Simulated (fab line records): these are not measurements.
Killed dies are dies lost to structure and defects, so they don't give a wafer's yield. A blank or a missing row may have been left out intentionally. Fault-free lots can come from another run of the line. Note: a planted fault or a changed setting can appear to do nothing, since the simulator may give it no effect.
Matching of chambers + flow sky130 + rie_diel-03 running SKY_LI_CONTACT_ETCH_15: 4 sister chambers
The step etches PSG in C4F8/O2/Ar, stops on Si, target depth 600 nm. 4 wafers are shown with their chamber, then 10 later ones without.

== WAFERS PAIRED WITH THEIR CHAMBERS ==
| wafer  | chamber | chamber_pressure_mTorr (mTorr) |
|--------|---------|--------------------------------|
| L080.3 | 2       | 40.02                          |
| L088.6 | 1       | 40.01                          |
| L091.2 | 0       | 40.04                          |
| L091.4 | 3       | 40.00                          |

== WAFERS WHOSE CHAMBER IS MISSING ==
| wafer  | chamber_pressure_mTorr (mTorr) |
|--------|--------------------------------|
| L091.6 | 40.03                          |
| L092.2 | 39.97                          |
| L092.3 | 40.06                          |
| L092.5 | 39.96                          |
| L093.4 | 39.99                          |
| L093.5 | 40.04                          |
| L093.6 | 39.95                          |
| L097.1 | 39.98                          |
| L097.2 | 39.95                          |
| L097.6 | 39.98                          |

== EACH ONE'S CHAMBER ==
| wafer  | from the rows above               | in truth |
|--------|-----------------------------------|----------|
| L091.6 | can't be placed: 0 or 2 or 1 or 3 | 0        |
| L092.2 | can't be placed: 3 or 1 or 2 or 0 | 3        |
| L092.3 | can't be placed: 0 or 2 or 1 or 3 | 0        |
| L092.5 | can't be placed: 3 or 1 or 2 or 0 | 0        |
| L093.4 | can't be placed: 3 or 1 or 2 or 0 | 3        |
| L093.5 | can't be placed: 0 or 2 or 1 or 3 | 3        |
| L093.6 | can't be placed: 3 or 1 or 2 or 0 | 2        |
| L097.1 | can't be placed: 3 or 1 or 2 or 0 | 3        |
| L097.2 | can't be placed: 3 or 1 or 2 or 0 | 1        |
| L097.6 | can't be placed: 3 or 1 or 2 or 0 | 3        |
0 of 10 placed correctly. Cannot be placed on the basis of these rows: 10; the candidates contain the true chamber in 10. Number placed wrongly: 0.
How it was worked out, from the rows above alone: a wafer's distance from a chamber is the root of the sum, over the readings, of the square of ((its reading less the chamber's mean) divided by the reading's scatter). The wafer belongs to the nearest chamber; if the next one is less than 2 further off, it can't be placed. For every chamber, the mean is computed from those of its wafers that are shown. The scatter (one wafer shown for each chamber): square how far every hidden wafer sits from the nearest shown wafer, average those squares and take the square root.
